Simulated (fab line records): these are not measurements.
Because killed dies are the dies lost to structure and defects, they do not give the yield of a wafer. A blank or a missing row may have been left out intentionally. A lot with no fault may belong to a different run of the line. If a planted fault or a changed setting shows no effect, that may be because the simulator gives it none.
The tool behind it: which one? || flow gf180mcu || Sampling: 13 lots, 39 wafers, 5 of 602 route steps

WHAT THE GAUGES READ, wafer by wafer
GF_V3_OVL_MEAS_15.
{"lot": "L571", "measured": "day 22 09:38", "on": "overlay-01", "V3_OVL (nm)": "1 -1 -2"}
{"lot": "L573", "measured": "day 23 15:13", "on": "overlay-01", "V3_OVL (nm)": "6 -5 3"}
{"lot": "L574", "measured": "day 23 18:23", "on": "overlay-02", "V3_OVL (nm)": "-5 -1 -7"}
{"lot": "L575", "measured": "day 24 04:59", "on": "overlay-01", "V3_OVL (nm)": "0 -1 -5"}
{"lot": "L576", "measured": "day 24 12:38", "on": "overlay-01", "V3_OVL (nm)": "7 3 9"}
{"lot": "L578", "measured": "day 25 02:23", "on": "overlay-01", "V3_OVL (nm)": "-9 -8 -2"}
{"lot": "L579", "measured": "day 25 05:08", "on": "overlay-01", "V3_OVL (nm)": "-11 -10 -2"}
{"lot": "L582", "measured": "day 26 04:36", "on": "overlay-02", "V3_OVL (nm)": "-2 4 -1"}
{"lot": "L583", "measured": "day 26 18:16", "on": "overlay-01", "V3_OVL (nm)": "-12 5 0"}
{"lot": "L588", "measured": "day 28 08:34", "on": "overlay-02", "V3_OVL (nm)": "3 7 6"}
{"lot": "L589", "measured": "day 28 18:17", "on": "overlay-02", "V3_OVL (nm)": "5 1 8"}
{"lot": "L590", "measured": "day 29 04:11", "on": "overlay-02", "V3_OVL (nm)": "4 2 3"}
{"lot": "L594", "measured": "day 30 05:17", "on": "overlay-01", "V3_OVL (nm)": "-4 2 -2"}

GF_V4_THK_MEAS_01.
{"lot": "L571", "measured": "day 23 11:47", "on": "film metro-02", "V4_CVD_00_THK (nm)": "602 602 601"}
{"lot": "L573", "measured": "day 24 16:18", "on": "film metro-01", "V4_CVD_00_THK (nm)": "609 590 613"}
{"lot": "L574", "measured": "day 24 19:01", "on": "film metro-01", "V4_CVD_00_THK (nm)": "606 603 610"}
{"lot": "L575", "measured": "day 25 05:16", "on": "film metro-04", "V4_CVD_00_THK (nm)": "613 601 603"}
{"lot": "L576", "measured": "day 25 12:35", "on": "film metro-04", "V4_CVD_00_THK (nm)": "601 597 597"}
{"lot": "L578", "measured": "day 26 01:35", "on": "film metro-04", "V4_CVD_00_THK (nm)": "595 580 589"}
{"lot": "L579", "measured": "day 26 04:11", "on": "film metro-02", "V4_CVD_00_THK (nm)": "607 611 606"}
{"lot": "L582", "measured": "day 27 04:09", "on": "film metro-04", "V4_CVD_00_THK (nm)": "592 591 598"}
{"lot": "L583", "measured": "day 27 17:23", "on": "film metro-04", "V4_CVD_00_THK (nm)": "599 600 599"}
{"lot": "L588", "measured": "day 29 06:14", "on": "film metro-02", "V4_CVD_00_THK (nm)": "604 601 607"}
{"lot": "L589", "measured": "day 29 15:41", "on": "film metro-01", "V4_CVD_00_THK (nm)": "519 619 610"}
{"lot": "L590", "measured": "day 30 01:41", "on": "film metro-02", "V4_CVD_00_THK (nm)": "618 602 516"}
{"lot": "L594", "measured": "day 31 01:43", "on": "film metro-02", "V4_CVD_00_THK (nm)": "599 607 602"}

GF_V4_THK_MEAS_03.
{"lot": "L571", "measured": "day 23 11:55", "on": "film metro-04", "V4_CVD_02_THK (nm)": "863 879 885"}
{"lot": "L573", "measured": "day 24 16:26", "on": "film metro-04", "V4_CVD_02_THK (nm)": "842 843 858"}
{"lot": "L574", "measured": "day 24 19:08", "on": "film metro-01", "V4_CVD_02_THK (nm)": "849 859 855"}
{"lot": "L575", "measured": "day 25 05:24", "on": "film metro-02", "V4_CVD_02_THK (nm)": "852 868 871"}
{"lot": "L576", "measured": "day 25 12:43", "on": "film metro-02", "V4_CVD_02_THK (nm)": "860 882 887"}
{"lot": "L578", "measured": "day 26 01:45", "on": "film metro-01", "V4_CVD_02_THK (nm)": "844 845 854"}
{"lot": "L579", "measured": "day 26 04:22", "on": "film metro-02", "V4_CVD_02_THK (nm)": "856 864 843"}
{"lot": "L582", "measured": "day 27 04:17", "on": "film metro-01", "V4_CVD_02_THK (nm)": "823 834 850"}
{"lot": "L583", "measured": "day 27 17:31", "on": "film metro-01", "V4_CVD_02_THK (nm)": "844 855 867"}
{"lot": "L588", "measured": "day 29 06:22", "on": "film metro-04", "V4_CVD_02_THK (nm)": "834 862 850"}
{"lot": "L589", "measured": "day 29 15:49", "on": "film metro-02", "V4_CVD_02_THK (nm)": "829 843 848"}
{"lot": "L590", "measured": "day 30 01:49", "on": "film metro-04", "V4_CVD_02_THK (nm)": "854 864 836"}
{"lot": "L594", "measured": "day 31 01:50", "on": "film metro-01", "V4_CVD_02_THK (nm)": "842 843 850"}

WHICH TOOL RAN EACH LOT (tool, then ch and the chambers of the sampled wafers, then the start)
{"lot": "L571", "GF_V4_CVD_00": "hdpcvd-02 ch 0,2, day 23 11:40", "GF_V4_CVD_02": "pecvd-01 ch 0,1,2, day 23 11:50"}
{"lot": "L573", "GF_V4_CVD_00": "hdpcvd-02 ch 0,1, day 24 16:14", "GF_V4_CVD_02": "pecvd-03 ch 0,1,2, day 24 16:22"}
{"lot": "L574", "GF_V4_CVD_00": "hdpcvd-01 ch 0,1,2, day 24 18:57", "GF_V4_CVD_02": "pecvd-03 ch 0,1,2, day 24 19:05"}
{"lot": "L575", "GF_V4_CVD_00": "hdpcvd-02 ch 0,1,2, day 25 05:11", "GF_V4_CVD_02": "pecvd-01 ch 0,2, day 25 05:19"}
{"lot": "L576", "GF_V4_CVD_00": "hdpcvd-02 ch 1,2, day 25 12:31", "GF_V4_CVD_02": "pecvd-01 ch 0,1, day 25 12:38"}
{"lot": "L578", "GF_V4_CVD_00": "hdpcvd-01 ch 0,1,2, day 26 01:31", "GF_V4_CVD_02": "pecvd-01 ch 0,2, day 26 01:39"}
{"lot": "L579", "GF_V4_CVD_00": "hdpcvd-02 ch 1,2, day 26 04:06", "GF_V4_CVD_02": "pecvd-01 ch 0,2, day 26 04:16"}
{"lot": "L582", "GF_V4_CVD_00": "hdpcvd-01 ch 0,1,2, day 27 04:04", "GF_V4_CVD_02": "pecvd-01 ch 0,2, day 27 04:12"}
{"lot": "L583", "GF_V4_CVD_00": "hdpcvd-01 ch 0,2, day 27 17:16", "GF_V4_CVD_02": "pecvd-03 ch 0,1,2, day 27 17:26"}
{"lot": "L588", "GF_V4_CVD_00": "hdpcvd-01 ch 0,1,2, day 29 06:05", "GF_V4_CVD_02": "pecvd-03 ch 0,1,2, day 29 06:17"}
{"lot": "L589", "GF_V4_CVD_00": "hdpcvd-02 ch 0,1,2, day 29 15:36", "GF_V4_CVD_02": "pecvd-03 ch 1,2, day 29 15:44"}
{"lot": "L590", "GF_V4_CVD_00": "hdpcvd-02 ch 0,1,2, day 30 01:37", "GF_V4_CVD_02": "pecvd-03 ch 1,2, day 30 01:44"}
{"lot": "L594", "GF_V4_CVD_00": "hdpcvd-01 ch 0,1,2, day 31 01:38", "GF_V4_CVD_02": "pecvd-01 ch 0,1,2, day 31 01:46"}
- GF_V4_CVD_00: deposits SiO2, target thk 600 nm, time 100 s.
- GF_V4_CVD_02: deposits SiO2 from TEOS, target thk 850 nm, time 94.851 s.

WHAT THE TOOLS THEMSELVES READ (means of the sampled wafers that have a number; where no wafer has one, the mark that the record gives instead)
GF_V4_CVD_00.
{"lot": "L571", "tool": "hdpcvd-02", "sih4 flow sccm (sccm)": 60.08}
{"lot": "L573", "tool": "hdpcvd-02", "sih4 flow sccm (sccm)": 60.05}
{"lot": "L574", "tool": "hdpcvd-01", "sih4 flow sccm (sccm)": 59.90}
{"lot": "L575", "tool": "hdpcvd-02", "sih4 flow sccm (sccm)": 59.96}
{"lot": "L576", "tool": "hdpcvd-02", "sih4 flow sccm (sccm)": 60.12}
{"lot": "L578", "tool": "hdpcvd-01", "sih4 flow sccm (sccm)": 60.01}
{"lot": "L579", "tool": "hdpcvd-02", "sih4 flow sccm (sccm)": 60.10}
{"lot": "L582", "tool": "hdpcvd-01", "sih4 flow sccm (sccm)": 59.91}
{"lot": "L583", "tool": "hdpcvd-01", "sih4 flow sccm (sccm)": 59.88}
{"lot": "L588", "tool": "hdpcvd-01", "sih4 flow sccm (sccm)": 60.00}
{"lot": "L589", "tool": "hdpcvd-02", "sih4 flow sccm (sccm)": 57.02}
{"lot": "L590", "tool": "hdpcvd-02", "sih4 flow sccm (sccm)": 57.00}
{"lot": "L594", "tool": "hdpcvd-01", "sih4 flow sccm (sccm)": 59.89}

GF_V4_CVD_02.
{"lot": "L571", "tool": "pecvd-01", "heater power w (W)": 642}
{"lot": "L573", "tool": "pecvd-03", "heater power w (W)": 619}
{"lot": "L574", "tool": "pecvd-03", "heater power w (W)": 595}
{"lot": "L575", "tool": "pecvd-01", "heater power w (W)": 650}
{"lot": "L576", "tool": "pecvd-01", "heater power w (W)": 627}
{"lot": "L578", "tool": "pecvd-01", "heater power w (W)": 656}
{"lot": "L579", "tool": "pecvd-01", "heater power w (W)": 673}
{"lot": "L582", "tool": "pecvd-01", "heater power w (W)": 616}
{"lot": "L583", "tool": "pecvd-03", "heater power w (W)": 584}
{"lot": "L588", "tool": "pecvd-03", "heater power w (W)": 537}
{"lot": "L589", "tool": "pecvd-03", "heater power w (W)": 612}
{"lot": "L590", "tool": "pecvd-03", "heater power w (W)": 604}
{"lot": "L594", "tool": "pecvd-01", "heater power w (W)": 627}

THE ANSWER, worked out from the rows above alone
Rule: the lots themselves supply what counts as usual. The widest of any qualifying gaps counts: lots, ordered by their means at a reading, are off when they make up no more than a third of the lots, leave a main group of 4 or more, and stand apart from it by 3 or more times the standard deviation of that group's means. If all means in a main group match to the digits the tables above print for the reading, that group is not used. A lot without any number at a reading at which 4 lots or more have one is off too. All remaining lots with rows at the step are treated as sound. First the gauges in route order, then the tools' own readings, where a lot's mean is used as printed above. At the first step where some lot is off, the reading lying furthest off is the one used; lots without a number count as furthest.
Off at GF_V4_CVD_00 (sih4 flow sccm): L589, L590. The main group has a mean of 59.99 sccm with a standard deviation of 0.085.
If a tool, at that step or one of the process steps before it, ran each lot that is off and ran no sound lot following the first of them, it fits. One candidate fits, namely hdpcvd-02 at GF_V4_CVD_00. A fault onset in the window from L579 (day 26 04:06, its last sound lot) to L589 (day 29 15:36, its first lot off) fits.
The tool's own readings at GF_V4_CVD_00 bear it out: on the lots that are off they differ by more than 5 times the standard deviation of the sound lots' means. sih4 flow sccm reads 57.01 sccm there against 59.99 sccm on the sound lots.

WHAT THE SIMULATOR HAD INSERTED
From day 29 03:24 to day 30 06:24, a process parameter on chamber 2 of hdpcvd-02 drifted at GF_V4_CVD_00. From 60, the setting sih4 flow sccm moved by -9. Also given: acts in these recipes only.
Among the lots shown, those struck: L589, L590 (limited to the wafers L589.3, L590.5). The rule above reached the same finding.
